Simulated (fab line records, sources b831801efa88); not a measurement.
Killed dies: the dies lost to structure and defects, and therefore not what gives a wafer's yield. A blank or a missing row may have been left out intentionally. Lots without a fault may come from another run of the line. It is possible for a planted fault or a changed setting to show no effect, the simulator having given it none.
Problem report, 8D (eight disciplines) form, completed by code / flow gf180mcu / the parts of the form that need people (team, actions taken, sign-off) are left out

## 1. WHAT IS WRONG
Wafers without a fault read 796.7 W, standard deviation 2.6; rf-fwd-power-W at GF_M2_METAL_ETCH_16 reads a mean of 925.5 W on 3 wafers belonging to 2 lots. Measured from the usual mean, that is +50 standard deviations.
The step: etches the open film in Cl2/BCl3, stops on SiO2, target depth 750.8 nm, time 125.1 s.
Seen first at day 23 00:35 on rie-metal-03, wafer L104.3. The record has a number at this step for 33 wafers belonging to 11 lots. Rule for "out", or "out of limits": more than 4 standard deviations from the usual mean. All remaining wafers that have a number are taken as sound.

## 2. WHAT IT IS, AND WHAT IT ISN'T
question=which readings at this step | is=rf-fwd-power-W | is not=drypump-motor-current-A, oes-product-au, throttle-valve-pct
question=which lots | is=L104, L105 | is not=L103, L110, L113, L114, L115, L116, L117, L995, L997
question=which wafers of those lots | is=L104.3, L105.4, L105.6 | is not=L104.2, L104.4, L105.3
question=read on which tools | is=rie-metal-03 | is not=rie-metal-01, rie-metal-02
question=when | is=from day 23 00:35 | is not=up to then (11 sound wafers); but 19 sound wafers of L105, L110, L113, L114, L115, L116, L117 came after

## 3. SUSPECTS, AND WHAT RULES EACH OUT
Counting: if a tool at a process step up to the reading ran every lot that is out, it stays a suspect. Sound lots after the first of them don't rule it out here, since some wafers of a struck lot are sound.
- pvd-sputter-01 at GF_V1_SPUTTER_21 (material Ti, target thk 15 nm, time 80.02 s): kept. It ran every lot that is out, first L104 (day 22 00:46).
- cvd-w-01 at GF_V1_CVD_23 (deposits W, target thk 350 nm, time 105.05 s): kept. Ran every lot that is out, first one L104 (day 22 00:52); last sound lot up to then L995 (day 18 10:44).
- pvd-sputter-04 at GF_M2_SPUTTER_01 (material TiN, target thk 30 nm, time 25 s): kept. Ran every lot that is out, first one L104 (day 22 01:34); last sound lot up to then L997 (day 19 10:34).
- rie-metal-03 at GF_M2_METAL_ETCH_16 (etches the open film in Cl2/BCl3, stops on SiO2, target depth 750.8 nm, time 125.1 s): kept. Ran every lot that is out, first one L104 (day 23 00:35); last sound lot up to then L103 (day 22 21:37). Its own readings are out on those wafers: rf-fwd-power-W.
- Within rie-metal-03 at GF_M2_METAL_ETCH_16: the wafers that are out ran in chamber 1; their sound lot-mates ran in chamber 0.
Left after counting: pvd-sputter-01 at GF_V1_SPUTTER_21, cvd-w-01 at GF_V1_CVD_23, pvd-sputter-04 at GF_M2_SPUTTER_01, rie-metal-03 at GF_M2_METAL_ETCH_16.

## 4. THE CAUSE (what the simulator had put in)
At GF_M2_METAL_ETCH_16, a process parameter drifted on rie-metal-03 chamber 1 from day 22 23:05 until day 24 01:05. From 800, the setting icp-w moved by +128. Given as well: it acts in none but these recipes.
Of the 4 suspects that counting leaves, this tool is one.

## 5. THE EFFECT CHAIN, in route order
Each row: a reading where the mean over the struck wafers with a number is more than 3 standard deviations away from the usual. Readings are gone through only where the record gives a usual standard deviation; hours: the median, over the lots, of the time from a lot's start at the first step in this table giving one to that lot's start at this step; sigmas: the change measured in usual standard deviations.
hours=0; step=GF_M2_METAL_ETCH_16; reading=rf-fwd-power-W; usual=796.7 W; on struck wafers=925.5; change=+128.8; sigmas=+50
hours=0; step=GF_M2_STRIP_17; reading=oes-product-au; usual=0.537 a.u.; on struck wafers=0.522; change=-0.015; sigmas=-3.3
hours=0; step=GF_M2_STRIP_17; reading=strip-time-to-endpoint-s; usual=7.40 s; on struck wafers=7.03; change=-0.37; sigmas=-9.7
It contains these process steps:
- GF_M2_METAL_ETCH_16: etches the open film in Cl2/BCl3, stops on SiO2, target depth 750.8 nm, time 125.1 s.
- GF_M2_STRIP_17: strips in O2/N2.

## 6. WHAT WOULD HAVE CAUGHT IT SOONER
In this record the first reading out of limits was taken at day 23 00:35, 2 hours after the fault began at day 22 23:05.
